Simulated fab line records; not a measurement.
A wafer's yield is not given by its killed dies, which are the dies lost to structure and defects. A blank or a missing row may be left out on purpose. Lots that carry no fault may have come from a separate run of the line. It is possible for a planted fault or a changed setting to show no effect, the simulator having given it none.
fab line records	flow sky130
record: lots: 6	wafers: 17	lastDay: 50
route steps=708 shown VIA1@473 METAL2@483 PAD_OPEN@708
lots that met no fault: taken from a fault-free run of the same line
startH: hours from the record's opening day to when the first of the lot's shown wafers began	waitH: how many hours have passed since the lot's step before this one	" same as the row above	L1.1+2: one row covering several wafers at once	- either no value or no given start	* or withheld: withheld	< > ~ a bound
route shown NAME@n: names a module that has steps shown in the file, with the first one's number in the route	usual: average and standard deviation across the fault-free wafers	same: alike in all rows	chamber/n: place in a boat	sites: each site's reading	_std_site: their standard deviation	_edge_site: the outer-site mean with the inner-site mean subtracted	radiusMm: how far each site lies from the wafer's centre	mask NAME#n: copy n	behind: tool/chamber where the wafer was last shaped	hold: the reason the lot was held/the length of the hold in hours/how it ended	device: names the non-switching transistor (n, p or np)	end of line: at the end of the route, the tests of the same wafers	a step without rows: its recipe alone	killed: the dies lost at the first sort to structure and to defects; this is not the yield of the wafer	map: a wafer's dies, x killed, . not, _ none there
set.NAME: the setting the step ran with; set.NAME@STEP: the setting that earlier step ran with	model.NAME: the simulator's own value behind a step, which no gauge read
lots at some steps of the route; a table a step, a row a wafer
services: the hour from which a tool's chamber was out of use, counted from the record's first day as startH (under 0 if before that day), plus the number of hours and why
== steps ==
step: SKY_VIA1_ETCH_15
recipe: target: SiO2	chemistry: C4F8/O2/Ar	targetDepthNm: 351	stopOn: TiN	maskMaterial: KrF-thick	sourceW: 1500	biasW: 1200	pressureMtorr: 40	c4f8FlowSccm: withheld	O2_flow_sccm: 6	Ar_flow_sccm: 300	timeS: 54
usual: oesProductAu: 0.980/0.0052
lot.wafer	tool	chamber	startH	waitH	oesProductAu	rfHoursCounterH
L998.2	rieDiel-01	0	811.65	0.0	0.986	9
L998.3	"	2	"	"	0.976	12
L998.5	"	3	"	"	0.975	-
L102.1	rieDiel-04	2	836.77	0.0	0.983	21
L102.5	"	1	"	"	0.983	-
L102.6	"	0	"	"	0.984	-
L101.3	rieDiel-03	3	837.92	0.0	0.978	8
L101.5	"	1	"	"	0.980	-
L101.6	"	0	"	"	0.975	-
L109.2	rieDiel-01	3	885.30	0.0	0.983	10
L109.4	"	0	"	"	0.977	11
L109.6	"	3	"	"	0.973	-
L118.1	rieDiel-01	0	956.05	0.0	0.977	13
L118.5	"	0	"	"	0.978	-
L118.6	"	3	"	"	0.981	-
L119.5	rieDiel-04	1	960.58	0.0	0.980	-
L119.6	"	3	"	"	0.982	-
step: SKY_VIA1_STRIP_16
recipe: chemistry: O2/N2	powerW: 1400	pressureMtorr: 1500	platenTempC: withheld	o2FlowSccm: 3000	n2FlowSccm: 300	overashFraction: 0.5
step: SKY_VIA1_STRIP_17
recipe: chemistry: postEtchResidueRemover	timeS: 1200	tempC: 72.5
step: SKY_VIA1_CLEAN_18
recipe: chemistry: IPA	timeS: 180	tempC: 25
step: SKY_VIA1_CLEAN_19
recipe: chemistry: O3/DIW	dry: n2Spin
step: SKY_VIA1_SPUTTER_20
recipe: material: TiN	targetThkNm: 20	chamberPressurePa: 5	powerW: 4000	timeS: 80
usual: throttleValvePct: 29.7/1.3
lot.wafer	tool	chamber	startH	waitH	throttleValvePct
L998.2	pvdSputter-04	-	812.32	0.0	27.4
L998.3	"	-	"	"	29.8
L998.5	"	-	"	"	29.0
L102.1	pvdSputter-02	-	837.41	0.0	31.7
L102.5	"	-	"	"	31.2
L102.6	"	-	"	"	31.5
L101.3	pvdSputter-04	-	838.64	0.0	27.4
L101.5	"	-	"	"	28.7
L101.6	"	-	"	"	27.9
L109.2	pvdSputter-01	-	885.94	0.0	29.2
L109.4	"	-	"	"	29.2
L109.6	"	-	"	"	28.2
L118.1	pvdSputter-04	-	956.73	0.0	29.9
L118.5	"	-	"	"	28.8
L118.6	"	-	"	"	27.6
L119.5	pvdSputter-02	-	961.25	0.0	30.9
L119.6	"	-	"	"	31.7
step: SKY_VIA1_CVD_21
recipe: material: W	targetThkNm: 270	timeS: 80.902	tempC: 400	pressureTorr: 40
step: SKY_VIA1_RS_MEAS_22
recipe: thkMeasGauge: four-point-probe	reads: W_of_VIA1_CVD_21+TiN_of_VIA1_SPUTTER_20
usual: VIA1_W_RS: 0.425/0.0062
lot.wafer	tool	chamber	startH	waitH	VIA1_W_RS[ohm/sq]
L998.2	filmMetro-01	-	812.49	0.1	0.417
L998.3	"	-	"	"	0.420
L998.5	"	-	"	"	0.423
L102.1	filmMetro-02	-	837.56	0.1	0.413
L102.5	"	-	"	"	0.422
L102.6	"	-	"	"	0.411
L101.3	filmMetro-02	-	838.83	0.1	0.431
L101.5	"	-	"	"	0.432
L101.6	"	-	"	"	0.426
L109.2	filmMetro-03	-	886.11	0.1	0.421
L109.4	"	-	"	"	0.422
L109.6	"	-	"	"	0.421
L118.1	filmMetro-01	-	956.88	0.1	0.434
L118.5	"	-	"	"	0.419
L118.6	"	-	"	"	0.431
L119.5	filmMetro-01	-	961.46	0.1	0.418
L119.6	"	-	"	"	0.428
step: SKY_VIA1_THK_MEAS_23
recipe: thkMeasGauge: xrf	reads: W_of_VIA1_CVD_21
usual: VIA1_W_THK: 263/4.2
lot.wafer	tool	chamber	startH	waitH	VIA1_W_THK[nm]
L998.2	filmMetro-01	-	812.60	0.1	269
L998.3	"	-	"	"	267
L998.5	"	-	"	"	266
L102.1	filmMetro-02	-	837.68	0.1	266
L102.5	"	-	"	"	262
L102.6	"	-	"	"	267
L101.3	filmMetro-02	-	838.93	0.1	255
L101.5	"	-	"	"	254
L101.6	"	-	"	"	259
L109.2	filmMetro-03	-	886.22	0.1	266
L109.4	"	-	"	"	265
L109.6	"	-	"	"	267
L118.1	filmMetro-01	-	957.00	0.1	261
L118.5	"	-	"	"	269
L118.6	"	-	"	"	262
L119.5	filmMetro-01	-	961.54	0.1	268
L119.6	"	-	"	"	262
step: SKY_VIA1_CMP_24
recipe: stopOn: SiO2	tOverpolishS: 15	downForcePsi: 3.5	platenRpm: 60	targetThkNm: 0	padVelocityMS: 0.94248
usual: headPressurePsi: 3.500/0.0089	motorCurrentA: 11.3/1.3	overpolishRunS: 14.999/0.0094	platenRpm: 60.00/0.041	retainingRingPressureFrac: 1.000/0.0056	timeToEndpointS: 64/3
lot.wafer	tool	chamber	startH	waitH	headPressurePsi	motorCurrentA	overpolishRunS	platenRpm	retainingRingPressureFrac	timeToEndpointS
L998.2	cmp-01	1	812.75	0.1	3.507	10.7	14.996	60.04	1.000	65
L998.3	"	2	"	"	3.502	11.0	15.010	60.00	0.997	65
L998.5	"	0	"	"	3.498	13.7	14.991	59.99	1.002	67
L102.1	cmp-02	0	837.89	0.2	3.496	11.6	15.004	59.97	1.001	66
L102.6	"	1	"	"	3.496	10.0	15.014	59.98	1.000	67
L102.5	"	2	"	"	3.492	12.0	14.995	60.08	0.981	63
L101.3	cmp-02	0	839.39	0.4	3.507	11.9	15.008	59.96	1.005	64
L101.5	"	1	"	"	3.488	9.5	15.009	59.99	1.000	61
L101.6	"	2	"	"	3.494	12.5	15.003	59.95	1.000	65
L109.4	cmp-02	0	886.27	0.0	3.508	11.7	15.012	59.97	1.005	65
L109.2	"	2	"	"	3.500	12.8	15.003	60.01	1.002	64
L109.6	"	0	"	"	3.507	11.9	14.981	59.98	0.996	65
L118.1	cmp-01	2	957.16	0.1	3.512	10.8	15.006	59.99	1.004	63
L118.6	"	0	"	"	3.501	12.5	15.001	59.92	0.995	62
L118.5	"	1	"	"	3.499	10.1	14.985	59.98	0.999	65
L119.5	cmp-02	3	961.76	0.2	3.488	10.4	15.005	60.03	0.993	63
L119.6	"	0	"	"	3.497	11.8	14.989	59.93	1.001	65
step: SKY_METAL2_SPUTTER_00
recipe: material: Ti	targetThkNm: 15	powerW: 3000	timeS: 10	chamberPressurePa: 0.4
step: SKY_METAL2_SPUTTER_01
recipe: material: TiN	targetThkNm: 20	powerW: 6500	timeS: 16.7	chamberPressurePa: 0.4
usual: throttleValvePct: 29.5/0.86
lot.wafer	tool	chamber	startH	waitH	throttleValvePct
L998.2	pvdSputter-01	-	812.98	0.0	28.5
L998.3	"	-	"	"	28.5
L998.5	"	-	"	"	29.2
L102.1	pvdSputter-03	-	838.07	0.0	29.9
L102.5	"	-	"	"	29.6
L102.6	"	-	"	"	31.1
L101.3	pvdSputter-01	-	839.56	0.0	30.2
L101.5	"	-	"	"	30.4
L101.6	"	-	"	"	29.4
L109.2	pvdSputter-04	-	886.60	0.0	28.9
L109.4	"	-	"	"	27.9
L109.6	"	-	"	"	29.2
L118.1	pvdSputter-03	-	957.39	0.0	31.1
L118.5	"	-	"	"	30.9
L118.6	"	-	"	"	30.3
L119.5	pvdSputter-03	-	961.89	0.0	29.9
L119.6	"	-	"	"	31.1
step: SKY_METAL2_SPUTTER_02
recipe: material: AlCu	targetThkNm: 250	powerW: 10600	timeS: 13.3	chamberPressurePa: 0.4
usual: throttleValvePct: 29.5/0.88
lot.wafer	tool	chamber	startH	waitH	throttleValvePct	model.AlCu_of_METAL2_SPUTTER_02.thkNm
L998.2	pvdSputter-01	-	813.00	0.0	29.1	249.8
L998.3	"	-	"	"	28.4	249.4
L998.5	"	-	"	"	29.0	250.1
L102.1	pvdSputter-03	-	838.09	0.0	29.9	248.1
L102.5	"	-	"	"	29.6	249.1
L102.6	"	-	"	"	30.6	249.2
L101.3	pvdSputter-01	-	839.59	0.0	30.1	246.6
L101.5	"	-	"	"	29.9	246.3
L101.6	"	-	"	"	29.5	244.4
L109.2	pvdSputter-04	-	886.62	0.0	28.8	248.3
L109.4	"	-	"	"	27.7	247.1
L109.6	"	-	"	"	29.0	247.7
L118.1	pvdSputter-03	-	957.41	0.0	31.0	248.1
L118.5	"	-	"	"	31.0	251.6
L118.6	"	-	"	"	29.7	233.5
L119.5	pvdSputter-03	-	961.92	0.0	30.2	252.5
L119.6	"	-	"	"	31.2	237.4
step: SKY_METAL2_SPUTTER_03
recipe: material: Ti	targetThkNm: 5	powerW: 3000	timeS: 3.3	chamberPressurePa: 0.4
step: SKY_METAL2_SPUTTER_04
recipe: material: TiN	targetThkNm: 70	powerW: 6500	timeS: 58.3	chamberPressurePa: 0.4
usual: throttleValvePct: 29.5/0.87
lot.wafer	tool	chamber	startH	waitH	throttleValvePct
L998.2	pvdSputter-01	-	813.05	0.0	29.3
L998.3	"	-	"	"	28.7
L998.5	"	-	"	"	29.1
L102.1	pvdSputter-03	-	838.13	0.0	30.0
L102.5	"	-	"	"	29.4
L102.6	"	-	"	"	30.8
L101.3	pvdSputter-01	-	839.63	0.0	30.0
L101.5	"	-	"	"	30.1
L101.6	"	-	"	"	29.4
L109.2	pvdSputter-04	-	886.66	0.0	28.8
L109.4	"	-	"	"	27.8
L109.6	"	-	"	"	29.0
L118.1	pvdSputter-03	-	957.45	0.0	31.1
L118.5	"	-	"	"	30.8
L118.6	"	-	"	"	30.1
L119.5	pvdSputter-03	-	961.97	0.0	30.0
L119.6	"	-	"	"	30.8
step: SKY_METAL2_RS_MEAS_05
recipe: thkMeasGauge: four-point-probe	reads: TiN_of_METAL2_SPUTTER_04+Ti_of_METAL2_SPUTTER_03+AlCu_of_METAL2_SPUTTER_02+TiN_of_METAL2_SPUTTER_01+Ti_of_METAL2_SPUTTER_00
usual: METAL2_ALCU_RS: 0.1271/0.0014
lot.wafer	tool	chamber	startH	waitH	hold	METAL2_ALCU_RS[ohm/sq]
L998.2	filmMetro-03	-	813.11	0.0	-	0.1269
L998.3	"	-	"	"	-	0.1272
L998.5	"	-	"	"	-	0.1267
L102.1	filmMetro-04	-	838.18	0.0	-	0.1277
L102.5	"	-	"	"	-	0.1273
L102.6	"	-	"	"	-	0.1271
L101.3	filmMetro-01	-	839.72	0.1	-	0.1290
L101.5	"	-	"	"	-	0.1290
L101.6	"	-	"	"	-	0.1302
L109.2	filmMetro-01	-	886.73	0.0	-	0.1278
L109.4	"	-	"	"	-	0.1288
L109.6	"	-	"	"	-	0.1282
L118.1	filmMetro-01	-	957.50	0.0	awaitDispo/0.2h/release	0.1279
L118.5	"	-	"	"	awaitDispo/0.2h/release	0.1260
L118.6	"	-	"	"	awaitDispo/0.2h/release	0.1364
L118.1	filmMetro-01	-	957.82	0.3	-	0.1279
L118.5	"	-	"	"	-	0.1259
L118.6	"	-	"	"	-	0.1365
L119.5	filmMetro-01	-	962.08	0.1	awaitDispo/0.2h/release	0.1257
L119.6	"	-	"	"	awaitDispo/0.2h/release	0.1340
L119.5	filmMetro-01	-	962.36	0.3	-	0.1259
L119.6	"	-	"	"	-	0.1337
step: SKY_METAL2_THK_MEAS_06
recipe: thkMeasGauge: xrf	reads: AlCu_of_METAL2_SPUTTER_02
usual: METAL2_ALCU_THK: 249.5/2.9
lot.wafer	tool	chamber	startH	waitH	hold	METAL2_ALCU_THK[nm]
L998.2	filmMetro-03	-	813.22	0.1	-	249.8
L998.3	"	-	"	"	-	248.5
L998.5	"	-	"	"	-	249.8
L102.1	filmMetro-04	-	838.30	0.1	-	247.5
L102.5	"	-	"	"	-	248.0
L102.6	"	-	"	"	-	249.0
L101.3	filmMetro-01	-	839.82	0.1	-	245.5
L101.5	"	-	"	"	-	246.8
L101.6	"	-	"	"	-	246.3
L109.2	filmMetro-01	-	886.84	0.1	-	246.5
L109.4	"	-	"	"	-	247.2
L109.6	"	-	"	"	-	247.3
L118.1	filmMetro-01	-	962.18	4.3	awaitDispo/0.2h/release	247.5
L118.5	"	-	"	"	awaitDispo/0.2h/release	252.6
L118.6	"	-	"	"	awaitDispo/0.2h/release	235.2
L118.1	filmMetro-01	-	962.40	0.2	-	249.0
L118.5	"	-	"	"	-	251.4
L118.6	"	-	"	"	-	232.6
L119.5	filmMetro-01	-	964.18	1.8	awaitDispo/0.2h/release	254.8
L119.6	"	-	"	"	awaitDispo/0.2h/release	236.2
L119.5	filmMetro-01	-	964.44	0.3	-	254.4
L119.6	"	-	"	"	-	239.4
step: SKY_PAD_OPEN_PROBE_99
usual: defectLimitedYield: 81.9/1.9	killed_at_M0_to_M3: 45/7.3	killed_at_M4_up: 3.2/1.8	killedAtContacts: 25/5.5	killedAtFrontEnd: 15/4.2	killedAtOther: 0.3/0.69	killedDies: 89/9.4	killedOpen: 49/6.6	killedShort: 40/6.4	sort_bin_3_pad_short: 0.9/0.43	sort_bin_5_function: 10.7/1.5	sort_bin_6_memory: 6.5/1.2	sortNPass: 403/9.4	sortYieldPct: 81.9/1.9
same: grossDies: 492	killedAtBackSide: 0	sort_bin_4_leakage[%]: 0	sort_bin_8_speed[%]: 0
lot.wafer	tool	chamber	startH	waitH	defectLimitedYield[%]	killed_at_M0_to_M3	killed_at_M4_up	killedAtContacts	killedAtFrontEnd	killedAtOther	killedDies	killedOpen	killedShort	sort_bin_3_pad_short[%]	sort_bin_5_function[%]	sort_bin_6_memory[%]	sortNPass	sortYieldPct[%]	model.etest.met2.lineOhmUm	model.etest.met2.rsOhmSq
L998.2	prober-02	-	1092.07	0.1	78.5	58	5	25	18	0	106	56	50	1.0	11.2	9.3	386	78.5	0.8981	0.1288
L998.3	prober-02	-	1092.12	0.2	80.9	49	5	26	14	0	94	60	34	1.2	11.0	6.9	398	80.9	0.905	0.1289
L998.5	prober-02	-	1092.22	0.2	78.3	60	2	29	16	0	107	60	47	1.4	12.8	7.5	385	78.3	0.8972	0.1284
L102.1	prober-01	-	1108.28	0.1	81.5	43	4	32	12	0	91	49	42	0.8	12.2	5.5	401	81.5	0.9629	0.1315
L102.5	prober-01	-	1108.48	0.2	83.9	43	1	18	17	0	79	47	32	0.8	10.0	5.3	413	83.9	0.9224	0.1281
L102.6	prober-01	-	1108.53	0.2	83.3	39	4	26	13	0	82	43	39	0.6	10.2	5.9	410	83.3	0.9234	0.1304
L101.3	prober-02	-	1109.02	0.2	81.3	51	4	21	16	0	92	57	35	0.8	13.0	4.9	400	81.3	0.9529	0.13
L101.5	prober-02	-	1109.12	0.2	81.7	40	2	28	20	0	90	51	38	0.2	10.0	8.1	402	81.7	0.9333	0.13
L101.6	prober-02	-	1109.17	0.2	84.8	37	1	22	15	0	75	39	36	0.2	7.7	7.3	417	84.8	0.9193	0.1308
L109.2	prober-01	-	1145.89	0.1	85.0	44	1	19	10	0	74	38	35	1.4	9.3	4.3	418	85.0	0.8981	0.1291
L109.6	prober-01	-	1146.09	0.2	80.5	55	3	22	15	1	96	49	44	1.6	12.4	5.5	396	80.5	0.9068	0.1288
L118.1	prober-02	-	1196.82	0.1	79.5	41	5	26	29	0	101	58	43	0.8	11.4	8.3	391	79.5	0.8828	0.1293
L118.5	prober-02	-	1197.02	0.2	83.1	39	4	23	15	2	83	49	34	0.4	11.2	5.3	409	83.1	0.8896	0.1286
L118.6	prober-02	-	1197.07	0.2	82.1	52	1	22	13	0	88	50	38	1.2	9.8	6.9	404	82.1	0.9734	0.1378
L119.6	prober-01	-	1198.76	0.2	81.5	46	2	26	17	0	91	52	39	0.6	9.3	8.5	401	81.5	0.9469	0.1342
killed by level:class
L998.2 VIA1:geometricParticle:short=12 VIA1:geometricParticle:open=10 LI_CONTACT:geometricParticle:open=9 VIA3:geometricParticle:open=9 CONTACT:geometricParticle:short=7 VIA2:geometricParticle:open=7 METAL1:geometricParticle:short=6 FIELD_ISO:geometricParticle:short=5
L998.3 VIA3:geometricParticle:open=12 CONTACT:geometricParticle:open=12 VIA1:geometricParticle:open=11 LI_CONTACT:geometricParticle:open=7 METAL1:geometricParticle:short=7 FIELD_ISO:geometricParticle:short=6 METAL4:geometricParticle:short=5 VIA2:geometricParticle:open=5
L998.5 VIA1:geometricParticle:open=14 LI_CONTACT:geometricParticle:open=12 VIA2:geometricParticle:open=9 CONTACT:geometricParticle:open=8 METAL1:geometricParticle:short=8 VIA1:geometricParticle:short=7 VIA3:geometricParticle:open=6 FIELD_ISO:geometricParticle:short=5
L102.1 VIA1:geometricParticle:open=13 CONTACT:geometricParticle:open=11 LI_CONTACT:geometricParticle:open=7 METAL2:geometricParticle:short=6 LOCAL_INTERCONNECT:geometricParticle:short=5 VIA3:geometricParticle:open=5 LI_CONTACT:geometricParticle:short=4 CONTACT:geometricParticle:short=4
L102.5 VIA1:geometricParticle:open=9 METAL2:geometricParticle:short=8 VIA3:geometricParticle:open=7 LI_CONTACT:geometricParticle:open=6 CONTACT:geometricParticle:open=6 POLY_GATE:geometricParticle:open=4 POLY_GATE:geometricParticle:short=4 VIA2:geometricParticle:open=4
L102.6 VIA1:geometricParticle:open=9 LI_CONTACT:geometricParticle:open=8 CONTACT:geometricParticle:open=8 METAL1:geometricParticle:short=8 VIA2:geometricParticle:open=6 CONTACT:geometricParticle:short=6 POLY_GATE:geometricParticle:short=4 METAL2:geometricParticle:short=4
L101.3 VIA1:geometricParticle:open=14 VIA3:geometricParticle:open=14 CONTACT:geometricParticle:open=10 VIA1:geometricParticle:short=6 FIELD_ISO:geometricParticle:open=5 POLY_GATE:geometricParticle:open=4 LOCAL_INTERCONNECT:geometricParticle:short=4 CONTACT:geometricParticle:short=4
L101.5 CONTACT:geometricParticle:open=13 VIA3:geometricParticle:open=13 POLY_GATE:geometricParticle:short=7 LI_CONTACT:geometricParticle:open=7 VIA1:geometricParticle:open=6 METAL2:geometricParticle:short=6 FIELD_ISO:geometricParticle:open=4 FIELD_ISO:geometricParticle:short=3
L101.6 CONTACT:geometricParticle:open=10 METAL2:geometricParticle:short=10 VIA1:geometricParticle:open=7 CONTACT:geometricParticle:short=5 VIA1:geometricParticle:short=5 POLY_CUT:geometricParticle:open=4 VIA3:geometricParticle:open=4 FIELD_ISO:geometricParticle:short=3
L109.2 VIA2:geometricParticle:open=8 LI_CONTACT:geometricParticle:short=6 LI_CONTACT:geometricParticle:open=6 VIA1:geometricParticle:open=6 VIA3:geometricParticle:open=6 METAL2:geometricParticle:short=5 CONTACT:geometricParticle:open=5 VIA1:geometricParticle:short=4
L109.6 METAL1:geometricParticle:short=11 VIA2:geometricParticle:open=10 LI_CONTACT:geometricParticle:open=9 VIA1:geometricParticle:open=9 CONTACT:geometricParticle:open=8 METAL2:geometricParticle:short=7 VIA2:geometricParticle:short=5 FIELD_ISO:geometricParticle:open=4
L118.1 CONTACT:geometricParticle:open=12 VIA2:geometricParticle:open=9 VIA1:geometricParticle:open=8 VIA3:geometricParticle:open=8 FIELD_ISO:geometricParticle:short=7 FIELD_ISO:geometricParticle:open=6 METAL2:geometricParticle:short=6 POLY_GATE:geometricParticle:open=5
L118.5 CONTACT:geometricParticle:open=8 VIA3:geometricParticle:open=8 VIA1:geometricParticle:open=7 VIA2:geometricParticle:open=7 LI_CONTACT:geometricParticle:open=6 METAL2:geometricParticle:short=6 POLY_GATE:geometricParticle:short=4 LOCAL_INTERCONNECT:geometricParticle:short=4
L118.6 VIA1:geometricParticle:open=13 CONTACT:geometricParticle:open=12 VIA2:geometricParticle:open=7 VIA3:geometricParticle:open=6 VIA3:geometricParticle:short=5 VIA1:geometricParticle:short=5 METAL1:geometricParticle:short=5 FIELD_ISO:geometricParticle:short=4
L119.6 CONTACT:geometricParticle:open=12 VIA2:geometricParticle:open=8 METAL3:geometricParticle:short=7 LI_CONTACT:geometricParticle:open=7 VIA3:geometricParticle:open=7 VIA1:geometricParticle:open=7 POLY_GATE:geometricParticle:open=5 METAL2:geometricParticle:short=4
== services ==
tool	chamber	startH	hours	kind
rieDiel-03	2	802.85	6.4	repair
cmp-01	-	808.74	3.4	repair
rieDiel-03	3	809.97	4.1	repair
rieDiel-04	3	810.60	13.1	repair
pvdSputter-02	-	810.82	3.4	repair
rieDiel-01	-	817.17	0.6	repair
rieDiel-01	2	830.32	5.5	repair
cmp-01	-	838.26	3.9	pm
rieDiel-01	3	848.14	2.5	repair
pvdSputter-01	-	855.56	1.3	repair
rieDiel-04	3	859.52	2.9	repair
rieDiel-04	2	860.83	8.7	repair
rieDiel-01	1	871.34	3.6	repair
rieDiel-04	0	882.33	20.5	repair
pvdSputter-03	-	898.70	2.3	repair
pvdSputter-04	-	909.05	1.5	repair
cmp-01	-	913.04	4.0	pm
rieDiel-04	-	919.87	15.6	pm
cmp-02	-	924.47	1.2	repair
rieDiel-04	3	936.56	18.8	repair
rieDiel-04	0	940.90	3.8	repair
pvdSputter-04	-	952.46	1.3	repair
rieDiel-04	2	958.07	9.2	repair
cmp-02	-	961.86	6.1	pm
== key ==
firstSign: step: SKY_METAL2_RS_MEAS_05	reading: visit	direction: added
effect: step: SKY_METAL2_RS_MEAS_05	reading: METAL2_ALCU_RS	direction: up	sigmas: 5.9	usual: 0.1271	struck: 0.1352
effect: step: SKY_METAL2_THK_MEAS_06	reading: visit	direction: added
modelEffect: step: SKY_METAL2_SPUTTER_02	value: AlCu_of_METAL2_SPUTTER_02.thkNm	without: 250.5	struck: 235.5
modelEffect: step: SKY_PAD_OPEN_PROBE_99	value: etest.met2.lineOhmUm	without: 0.9003	struck: 0.9602
metAt SKY_METAL2_SPUTTER_02
struckWafers L118.6,L119.6
onsetBetween 838.09 957.41
fault: kind: processParameterDrift	tool: pvdSputter-03	chamber: -	onsetH: 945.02	steps: SKY_METAL2_SPUTTER_02	channel: timeS	offset: *	shape: step	endH: 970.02	scope: struckWafersOnly	actsIn: *	stated: *
